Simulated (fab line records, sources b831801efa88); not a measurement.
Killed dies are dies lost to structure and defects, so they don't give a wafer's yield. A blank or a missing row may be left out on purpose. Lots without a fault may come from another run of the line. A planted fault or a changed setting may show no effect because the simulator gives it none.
A struck lot beside a sound one | flow sky130 | 16 steps out of a route of 708
Sound: wafers L465.2, L465.4, L465.6. Struck: wafers L478.2, L478.4, L478.6. The cause comes at the end.
At each step with rows: each side's tool, then ch and its chambers, then its first start. Under that, the readings that differ: sound wafers | struck wafers | difference of the means | sigmas: that difference in standard deviations of wafers without a fault.
alike: readings whose means differ by less than 2 such deviations, and words and numbers that are the same on both sides. not compared: withheld readings, readings that some wafer has no value for, bounds like >300 that may hide the same value, and numbers for which the record gives no deviation and whose values overlap.
The two part at a step that has a row with sigmas, a row that says differs or no value, or rows on one side only. Numbers that don't overlap but have no deviation are shown without sigmas and don't part them. A reading that every wafer of one side lacks parts them only if that side has two wafers or more.

SKY_NWELL_RS_MEAS_29: measures by four-point-probe.
  sound on film_metro-01, day 8 00:19; struck on film_metro-04, day 10 19:29
  reading           | sound             | struck            | difference | sigmas
  NWELL_RS (ohm/sq) | 623.4 622.7 622.8 | 627.5 625.7 627.3 | +3.9       | +2
SKY_NWELL_RS_MEAS_31: measures by four-point-probe.
  sound on film_metro-01, day 8 00:34; struck on film_metro-04, day 10 19:43
  alike: PWDE_RS
then, 7 steps without rows for these wafers: SKY_VT_ADJUST_HVTP_DEHYDRATE_00 (time 60 s); SKY_VT_ADJUST_HVTP_HMDS_01 (prime time 60 s); SKY_VT_ADJUST_HVTP_COAT_02 (resist thk 1140 nm); SKY_VT_ADJUST_HVTP_SOFTBAKE_03 (time 60 s); SKY_VT_ADJUST_HVTP_EXPOSE_04 (exposes mask HVTPM, target cd 380 nm); SKY_VT_ADJUST_HVTP_PEB_05; SKY_VT_ADJUST_HVTP_DEVELOP_06 (develop time 60 s).
SKY_VT_ADJUST_HVTP_CD_MEAS_07: target cd 380 nm.
  sound on cd_sem-01, day 8 20:38; struck on cd_sem-01, day 11 19:32
  alike: cd_nm
SKY_VT_ADJUST_HVTP_OVL_MEAS_08:
  sound on overlay-02, day 8 20:44; struck on overlay-02, day 11 19:38
  alike: VT_ADJUST_HVTP_OVL
SKY_VT_ADJUST_HVTP_IMPLANT_09:
  sound on implanter-01 ch 0, day 8 20:47; struck on implanter-03 ch 0, day 11 19:41
  reading            | sound                         | struck                        | difference | sigmas
  dose_ions_cm2      | 4.301e+12 4.299e+12 4.303e+12 | 4.806e+12 4.809e+12 4.811e+12 | +5.077e+11 | +99 or more
  faraday_current_uA | 24.0 24.5 23.6                | 26.5 26.3 27.1                | +2.6       | +5
  alike: beam_on_s
SKY_VT_ADJUST_HVTP_STRIP_10: strips in O2/N2.
  sound on plasma_asher-04 ch 0,1, day 8 20:55; struck on plasma_asher-02 ch 0,1, day 11 19:49
  reading                      | sound             | struck            | difference | sigmas
  strip_time_to_endpoint_s (s) | 14.27 14.24 14.22 | 14.15 14.17 14.13 | -0.09      | -2
  alike: drypump_motor_current_A, oes_product_au
  not compared: rf_hours_counter_h
SKY_VT_ADJUST_HVTP_TW_MEAS_11:
  sound on film_metro-01, day 8 21:02; struck on film_metro-01, day 11 19:56
  reading           | sound          | struck         | difference | sigmas
  VT_ADJUST_HVTP_TW | 1348 1348 1347 | 1400 1400 1393 | +50        | +4
then, 1 step without rows for these wafers: SKY_VT_ADJUST_LVTN_DEHYDRATE_00 (time 60 s).
-- the record jumps here: 39 days lie between the struck wafers' starts before and after (it left off in module VT_ADJUST_LVTN and takes up again in module PAD_OPEN, whose first step shown is number 708 of the route) --
SKY_PAD_OPEN_PROBE_99:
  sound on prober-02, day 48 17:19; struck on prober-01, day 50 18:41
  reading                                  | sound                | struck              | difference | sigmas
  model.etest.pfet_01v8.r_on_ohm_um        | 2923 2937 2908       | 3012 2991 2984      | +73        |
  model.etest.pfet_01v8.drive_ua_um        | 191.8 190.9 192.4    | 179.3 182.7 180.6   | -10.8      |
  model.etest.pfet_01v8_mvt.drive_ua_um    | 149.4 149.4 149.5    | 141.9 142.6 143     | -6.9       |
  model.etest.pfet_01v8_hvt.drive_ua_um    | 141.4 141.6 143.6    | 134.6 137.3 136.8   | -6.0       |
  model.etest.sram_pfet_latch.drive_ua_um  | 140.7 146.6 144.5    | 132.6 139.5 134.1   | -8.5       |
  model.etest.pfet_01v8.off_log10_a_um     | -9.85 -9.909 -9.772  | -10.52 -10.52 -10.6 | -0.70      |
  model.etest.pfet_01v8_mvt.off_log10_a_um | -11.06 -11.04 -11.15 | -11.4 -11.6 -11.42  | -0.4       |
  alike: killed_at_M0_to_M3, killed_at_M4_up, killed_at_contacts, killed_at_front_end, killed_at_other, killed_dies, killed_open, killed_short
  not compared: model.etest.tip_p.rs_ohm_sq

WHERE THEY PART
First at SKY_NWELL_RS_MEAS_29; last, within this record, at SKY_VT_ADJUST_HVTP_TW_MEAS_11. Later steps at which nothing parts them and some readings are alike: SKY_PAD_OPEN_PROBE_99.

WHY: what the simulator had put in
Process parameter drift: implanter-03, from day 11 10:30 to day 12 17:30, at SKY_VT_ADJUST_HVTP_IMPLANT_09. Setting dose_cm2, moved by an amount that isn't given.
